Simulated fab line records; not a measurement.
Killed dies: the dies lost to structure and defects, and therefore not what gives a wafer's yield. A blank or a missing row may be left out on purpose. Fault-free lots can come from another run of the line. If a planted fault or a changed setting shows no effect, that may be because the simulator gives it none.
fab line records	flow sky130
[record] lots = 13	wafers = 39	last-day = 50
route steps=708 shown GATE_OXIDE@199 METAL5@665 PASSIVATION@682 PAD_OPEN@708
lots with no fault: from the same line, run without faults
start-h: the number of hours between the record's first day and the start of the first shown wafer of the lot	wait-h: hours elapsed since this lot's preceding step	" identical to the entry in the row above	L1.1+2: one row covering several wafers at once	- no value present, or no start provided	* or withheld: withheld	< > ~ a bound
route shown NAME@n: NAME is a module with steps in the file, n the number in the route of the first one	usual: mean and standard deviation over wafers with no fault	same: alike in all rows	chamber/n: place in a boat	sites: per-site readings	_std_site: their standard deviation	_edge_site: outer sites' mean less inner sites'	radius-mm: for every site, how far away it sits from the centre of the wafer	mask NAME#n: copy n	behind: tool/chamber where the wafer was last shaped	hold: cause of the lot's hold/its duration in hours/its outcome	device: whichever transistor did not switch (one of n, p or np)	end of line: tests run on the same wafers once the route is complete	step lacking rows: just its recipe	killed: not the wafer's yield, but the dies lost to structure and defects at the first sort	map: dies across one wafer; x = killed, . = not, _ = none there
set.NAME: the setting as run; set.NAME@STEP: as run at that earlier step	model.NAME: the simulator's own value behind a step, which no gauge read
a sample of lots followed through the steps of the route, with each step as a table and each wafer as a row
services: when a tool's chamber went out of use (start-h, in hours from the record's first day, below 0 if earlier), for how many hours, and the reason
[[steps]]
[step SKY_GATE_OXIDE_WET_ETCH_12]
[recipe] chemistry = dHF	target-depth-nm = 16.8	dry = n2-spin	target = SiO2	dilution = 100:1	temp-c = 25	time-s = 336
lot.wafer	tool	chamber	start-h	wait-h
L614.1+4+6	wet-bench-03	0	308.71	0.1
L615.2+5+6	wet-bench-04	3	317.82	0.1
L617.2+4+6	wet-bench-03	2	329.42	0.1
L619.3+4+5	wet-bench-03	1	363.28	0.1
L620.1+5+6	wet-bench-03	3	365.21	0.1
L618.1+5+6	wet-bench-02	0	368.62	0.1
L622.1+2+5	wet-bench-04	2	380.78	0.1
L629.2+5+6	wet-bench-03	2	433.98	0.1
L630.2+3+5	wet-bench-04	1	444.08	0.1
L631.1+3+5	wet-bench-03	1	453.92	0.1
L635.2+4+5	wet-bench-03	1	489.36	0.1
L636.1+2+5	wet-bench-03	3	495.93	0.1
L637.3+5+6	wet-bench-03	1	502.07	0.1
[step SKY_METAL5_SPUTTER_04]
[recipe] material = TiN	target-thk-nm = 70	power-w = 6500	time-s = 58.3	chamber-pressure-pa = 0.4
[usual] cathode-dc-power-W = 6500.0/1.1	throttle-valve-pct = 29.7/0.96
lot.wafer	tool	chamber	start-h	wait-h	cathode-dc-power-W	throttle-valve-pct
L614.1	pvd-sputter-04	-	999.93	0.0	6499.9	30.2
L614.4	"	-	"	"	6501.0	30.3
L614.6	"	-	"	"	6500.6	31.1
L615.2	pvd-sputter-03	-	1007.28	0.0	6501.0	29.1
L615.5	"	-	"	"	6500.7	30.8
L615.6	"	-	"	"	6500.5	28.5
L617.2	pvd-sputter-03	-	1022.64	0.0	6500.3	28.9
L617.4	"	-	"	"	6499.7	28.0
L617.6	"	-	"	"	6501.1	30.9
L620.1	pvd-sputter-01	-	1049.56	0.0	6498.8	30.4
L620.5	"	-	"	"	6499.7	29.8
L620.6	"	-	"	"	6499.3	30.0
L619.3	pvd-sputter-01	-	1053.84	0.0	6500.6	30.1
L619.4	"	-	"	"	6499.8	29.8
L619.5	"	-	"	"	6498.8	29.7
L618.1	pvd-sputter-04	-	1054.14	0.0	6500.5	29.5
L618.5	"	-	"	"	6498.8	30.2
L618.6	"	-	"	"	6500.0	31.0
L622.1	pvd-sputter-04	-	1065.09	0.0	6499.4	31.1
L622.2	"	-	"	"	6499.6	30.3
L622.5	"	-	"	"	6498.6	31.1
L629.2	pvd-sputter-01	-	1099.93	0.0	6498.8	29.9
L629.5	"	-	"	"	6499.0	30.3
L629.6	"	-	"	"	6500.3	29.8
L630.2	pvd-sputter-03	-	1105.11	0.0	6501.6	29.1
L630.3	"	-	"	"	6501.6	28.0
L630.5	"	-	"	"	6500.9	28.2
L631.1	pvd-sputter-04	-	1111.35	0.0	6499.1	31.1
L631.3	"	-	"	"	6499.7	30.5
L631.5	"	-	"	"	6500.3	29.9
L635.2	pvd-sputter-04	-	1142.28	0.0	6500.1	31.1
L635.4	"	-	"	"	6499.7	30.3
L635.5	"	-	"	"	6501.6	29.2
L636.1	pvd-sputter-03	-	1143.31	0.0	6498.5	30.6
L636.2	"	-	"	"	6499.7	29.1
L636.5	"	-	"	"	6502.2	30.6
L637.3	pvd-sputter-03	-	1145.16	0.0	6500.3	28.9
L637.5	"	-	"	"	6497.9	28.9
L637.6	"	-	"	"	6499.2	28.4
[step SKY_METAL5_METAL_ETCH_15]
[recipe] target-depth-a = 12600	stop-on = SiO2	over-etch-frac = 0.2	time-s = 252	chemistry = Cl2/BCl3	resist-sidewall-deg = 86	pressure-mtorr = 10	icp-w = 900	bias-w = 48.5	Cl2_flow_sccm = 60	bcl3-flow-sccm = 30
[usual] drypump-motor-current-A = 5.8/0.38	he-backside-leak-sccm = 3.42/0.2	oes-product-au = 0.893/0.0055	throttle-valve-pct = 22.263/0.0089
[same] over-etch-frac = 0.2
lot.wafer	tool	chamber	start-h	wait-h	drypump-motor-current-A	he-backside-leak-sccm	oes-product-au	rf-hours-counter-h	throttle-valve-pct
L614.1	rie-metal-01	1	1022.69	0.0	6.0	3.31	0.892	20	22.259
L614.4	"	0	"	"	5.2	3.65	0.891	-	22.263
L614.6	"	1	"	"	6.0	3.47	0.894	-	22.266
L615.2	rie-metal-04	0	1029.97	0.0	5.9	3.28	0.888	7	22.270
L615.5	"	1	"	"	6.3	3.51	0.903	-	22.260
L615.6	"	0	"	"	5.9	3.30	0.892	-	22.261
L617.2	rie-metal-03	0	1045.14	0.0	5.7	3.47	0.884	17	22.269
L617.4	"	0	"	"	5.7	3.26	0.895	-	22.276
L617.6	"	1	"	"	5.7	3.25	0.882	-	22.270
L620.1	rie-metal-01	0	1071.34	0.0	5.2	3.58	0.893	19	22.276
L620.5	"	1	"	"	6.0	4.42	0.894	-	22.258
L620.6	"	0	"	"	5.2	3.56	0.893	-	22.266
L619.3	rie-metal-01	1	1075.17	0.1	6.0	3.57	0.901	-	22.273
L619.4	"	0	"	"	5.2	3.63	0.897	-	22.263
L619.5	"	1	"	"	6.0	3.46	0.898	-	22.268
L618.1	rie-metal-03	0	1075.43	0.0	5.7	3.43	0.891	19	22.282
L618.5	"	1	"	"	5.7	3.28	0.901	-	22.251
L618.6	"	0	"	"	5.7	3.54	0.899	-	22.258
L622.1	rie-metal-04	1	1086.12	0.0	6.3	3.21	0.891	14	22.268
L622.2	"	0	"	"	5.9	3.23	0.901	11	22.259
L622.5	"	0	"	"	5.9	3.31	0.894	-	22.254
L629.2	rie-metal-01	1	1119.99	0.0	5.9	3.33	0.888	26	22.273
L629.5	"	0	"	"	5.2	3.73	0.901	-	22.271
L629.6	"	1	"	"	6.0	3.68	0.892	-	22.269
L630.2	rie-metal-04	1	1125.39	0.0	6.3	3.19	0.895	18	22.260
L630.3	"	0	"	"	5.9	3.21	0.900	-	22.252
L630.5	"	1	"	"	6.3	3.28	0.896	-	22.245
L631.1	rie-metal-04	0	1131.29	0.0	5.9	2.99	0.898	15	22.274
L631.3	"	1	"	"	6.3	3.70	0.887	-	22.269
L631.5	"	0	"	"	5.9	3.20	0.897	-	22.265
L635.2	rie-metal-04	1	1159.89	0.0	6.3	3.37	0.901	21	22.270
L635.4	"	0	"	"	5.9	3.22	0.892	-	22.275
L635.5	"	1	"	"	6.3	3.35	0.899	-	22.257
L636.1	rie-metal-03	0	1160.44	0.0	5.7	3.21	0.893	26	22.264
L636.2	"	1	"	"	5.7	3.44	0.890	10	22.264
L636.5	"	1	"	"	5.7	3.29	0.903	-	22.272
L637.3	rie-metal-01	0	1163.48	0.2	5.2	3.61	0.891	-	22.267
L637.5	"	0	"	"	5.2	3.71	0.890	-	22.268
L637.6	"	0	"	"	5.2	3.68	0.894	-	22.260
[step SKY_PASSIVATION_THK_MEAS_01]
[recipe] reads = SiO2_of_PASSIVATION_CVD_00
[usual] PASSIVATION_CVD_00_THK = 89.6/1.4
lot.wafer	tool	chamber	start-h	wait-h	PASSIVATION_CVD_00_THK[nm]
L614.1	film-metro-01	-	1023.54	-	88.4
L614.4	"	-	"	"	90.1
L614.6	"	-	"	"	89.3
L615.2	film-metro-01	-	1030.92	-	88.3
L615.5	"	-	"	"	88.9
L615.6	"	-	"	"	88.8
L617.2	film-metro-04	-	1046.00	-	89.9
L617.4	"	-	"	"	91.6
L617.6	"	-	"	"	91.2
L620.1	film-metro-04	-	1072.52	-	90.3
L620.5	"	-	"	"	91.9
L620.6	"	-	"	"	92.9
L619.3	film-metro-04	-	1076.00	-	86.5
L619.4	"	-	"	"	89.5
L619.5	"	-	"	"	88.0
L618.1	film-metro-04	-	1076.33	-	88.3
L618.5	"	-	"	"	90.7
L618.6	"	-	"	"	90.1
L622.1	film-metro-03	-	1087.07	-	89.6
L622.2	"	-	"	"	86.5
L622.5	"	-	"	"	90.7
L629.2	film-metro-01	-	1120.89	-	87.3
L629.5	"	-	"	"	89.0
L629.6	"	-	"	"	90.1
L630.2	film-metro-04	-	1126.32	-	86.1
L630.3	"	-	"	"	87.6
L630.5	"	-	"	"	89.3
L631.1	film-metro-01	-	1132.57	-	90.2
L631.3	"	-	"	"	89.4
L631.5	"	-	"	"	90.6
L635.2	film-metro-01	-	1160.76	-	89.0
L635.4	"	-	"	"	91.3
L635.5	"	-	"	"	91.0
L636.1	film-metro-03	-	1161.29	-	90.0
L636.2	"	-	"	"	88.4
L636.5	"	-	"	"	90.4
L637.3	film-metro-01	-	1164.42	-	89.9
L637.5	"	-	"	"	90.7
L637.6	"	-	"	"	91.2
[step SKY_PAD_OPEN_PROBE_99]
[usual] killed_at_M0_to_M3 = 42/7.4	killed_at_M4_up = 3.3/2.1	killed-at-contacts = 24/5.3	killed-at-front-end = 15/4.5	killed-at-other = 0.3/0.57	killed-dies = 84/10	killed-open = 46/7.5	killed-short = 38/6.4
[same] gross-dies = 492	killed-at-back-side = 0
lot.wafer	tool	chamber	start-h	wait-h	killed_at_M0_to_M3	killed_at_M4_up	killed-at-contacts	killed-at-front-end	killed-at-other	killed-dies	killed-open	killed-short
L620.1	prober-02	-	1115.03	0.1	26	1	21	64	0	112	41	21
L620.5	prober-02	-	1115.23	0.2	34	1	19	63	0	117	37	34
L620.6	prober-02	-	1115.28	0.2	44	2	19	68	0	133	53	28
L619.3	prober-01	-	1119.04	0.2	37	3	28	34	0	102	40	41
L619.4	prober-01	-	1119.09	0.2	49	7	21	32	0	109	42	47
L619.5	prober-01	-	1119.14	0.2	44	3	18	44	0	109	41	44
L629.2	prober-02	-	1160.46	0.1	41	2	16	10	0	69	34	35
L629.5	prober-02	-	1160.61	0.2	48	6	25	9	0	88	54	34
L629.6	prober-02	-	1160.66	0.2	47	3	25	12	0	87	46	41
L637.3	prober-02	-	1199.15	0.2	23	6	19	16	0	64	35	29
L637.5	prober-02	-	1199.25	0.2	45	6	23	15	0	89	44	45
L637.6	prober-02	-	1199.30	0.2	59	1	33	19	0	112	71	41
// killed by level:class
L620.1 GATE_OXIDE:unspecified=50 VIA1:geometric-particle:open=7 LI_CONTACT:geometric-particle:open=6 VIA2:geometric-particle:open=6 CONTACT:geometric-particle:open=6 VIA3:geometric-particle:open=6 POLY_GATE:geometric-particle:short=5 POLY_GATE:geometric-particle:open=4
L620.5 GATE_OXIDE:unspecified=44 VIA2:geometric-particle:open=9 CONTACT:geometric-particle:open=9 VIA1:geometric-particle:open=7 POLY_GATE:geometric-particle:short=5 METAL3:geometric-particle:short=5 FIELD_ISO:geometric-particle:open=4 FIELD_ISO:geometric-particle:short=4
L620.6 GATE_OXIDE:unspecified=52 VIA1:geometric-particle:open=13 VIA3:geometric-particle:open=9 FIELD_ISO:geometric-particle:open=7 CONTACT:geometric-particle:open=7 VIA3:geometric-particle:short=6 CONTACT:geometric-particle:short=5 LI_CONTACT:geometric-particle:open=5
L619.3 GATE_OXIDE:unspecified=21 CONTACT:geometric-particle:open=12 LI_CONTACT:geometric-particle:open=7 METAL2:geometric-particle:short=7 VIA1:geometric-particle:short=6 VIA1:geometric-particle:open=5 VIA3:geometric-particle:open=5 CONTACT:geometric-particle:short=4
L619.4 GATE_OXIDE:unspecified=20 VIA1:geometric-particle:open=10 METAL2:geometric-particle:short=9 VIA2:geometric-particle:open=8 VIA3:geometric-particle:open=6 METAL4:geometric-particle:short=6 LI_CONTACT:geometric-particle:short=5 LI_CONTACT:geometric-particle:open=5
L619.5 GATE_OXIDE:unspecified=24 METAL1:geometric-particle:short=9 METAL2:geometric-particle:short=8 LI_CONTACT:geometric-particle:open=7 VIA2:geometric-particle:open=7 VIA3:geometric-particle:open=5 FIELD_ISO:geometric-particle:short=4 SPACER:geometric-particle:open=4
L629.2 VIA1:geometric-particle:open=12 VIA2:geometric-particle:open=7 METAL1:geometric-particle:short=5 FIELD_ISO:geometric-particle:short=4 CONTACT:geometric-particle:open=4 VIA3:geometric-particle:open=4 VIA1:geometric-particle:short=4 LI_CONTACT:geometric-particle:short=3
L629.5 VIA1:geometric-particle:open=14 CONTACT:geometric-particle:open=9 VIA3:geometric-particle:open=8 VIA1:geometric-particle:short=7 CONTACT:geometric-particle:short=5 METAL2:geometric-particle:short=5 VIA2:geometric-particle:open=5 POLY_GATE:geometric-particle:open=4
L629.6 VIA1:geometric-particle:open=14 CONTACT:geometric-particle:open=11 VIA3:geometric-particle:short=6 VIA1:geometric-particle:short=5 CONTACT:geometric-particle:short=5 METAL3:geometric-particle:short=5 LI_CONTACT:geometric-particle:short=4 LI_CONTACT:geometric-particle:open=4
L637.3 VIA2:geometric-particle:open=8 CONTACT:geometric-particle:open=7 POLY_GATE:geometric-particle:short=5 LI_CONTACT:geometric-particle:open=5 FIELD_ISO:geometric-particle:open=4 CONTACT:geometric-particle:short=4 VIA1:geometric-particle:open=4 METAL4:geometric-particle:short=4
L637.5 CONTACT:geometric-particle:open=9 METAL1:geometric-particle:short=7 VIA1:geometric-particle:short=7 POLY_GATE:geometric-particle:short=6 LI_CONTACT:geometric-particle:open=6 VIA1:geometric-particle:open=6 VIA2:geometric-particle:open=6 FIELD_ISO:geometric-particle:short=5
L637.6 CONTACT:geometric-particle:open=14 VIA2:geometric-particle:open=13 LI_CONTACT:geometric-particle:open=10 VIA1:geometric-particle:open=10 VIA3:geometric-particle:open=10 VIA1:geometric-particle:short=6 POLY_GATE:geometric-particle:short=5 SONOS_ONO:geometric-particle:short=4
[[services]]
tool	chamber	start-h	hours	kind
rie-metal-04	-	328.16	2.8	pm
pvd-sputter-03	-	370.59	1.1	repair
pvd-sputter-04	-	377.56	16.4	repair
rie-metal-04	1	604.29	5.3	repair
pvd-sputter-04	-	637.56	6.2	repair
pvd-sputter-03	-	648.70	3.7	repair
rie-metal-04	-	665.26	14.6	pm
pvd-sputter-03	-	668.56	8.7	repair
rie-metal-04	1	689.00	76.7	repair
pvd-sputter-04	-	717.32	5.2	repair
wet-bench-03	-	741.27	0.5	repair
pvd-sputter-03	-	788.87	10.8	repair
rie-metal-01	-	811.40	0.7	repair
pvd-sputter-04	-	858.45	7.5	repair
pvd-sputter-03	-	891.56	6.3	repair
pvd-sputter-04	-	911.62	2.0	repair
pvd-sputter-03	-	965.62	10.3	repair
pvd-sputter-03	-	974.49	2.7	repair
pvd-sputter-03	-	1057.93	12.8	repair
pvd-sputter-04	-	1092.30	6.6	repair
wet-bench-03	-	1102.80	2.0	repair
wet-bench-03	-	1130.65	3.0	repair
pvd-sputter-04	-	1136.99	2.6	repair
pvd-sputter-03	-	1137.50	3.9	repair
[[key]]
[first-sign] step = SKY_PAD_OPEN_PROBE_99	reading = killed-at-front-end	direction = up	sigmas = 8.1	usual = 15	struck = 51
[effect] step = SKY_PAD_OPEN_PROBE_99	reading = killed-dies	direction = up	sigmas = 2.9	usual = 84	struck = 114	wafers-moved = 4
met-at SKY_GATE_OXIDE_WET_ETCH_12
struck-lots L619,L620
tester-left-out L619,L620
not-acting-at SKY_METAL5_SPUTTER_04,SKY_METAL5_METAL_ETCH_15,SKY_PASSIVATION_THK_MEAS_01
onset-between 329.42 363.28
[fault] kind = chamber-particle-source	tool = wet-bench-03	chamber = -	onset-h = 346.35	steps = SKY_GATE_OXIDE_WET_ETCH_12	rate-per-visit-cm2 = 0.54853	end-h = 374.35
// tester-left-out: of these lots the tester's yield and bins aren't shown, on N5 and GAA mostly nor the transistor test; their killed dies are dies lost to structure and defects alone, not to doping, threshold or leakage, so they don't give the yield
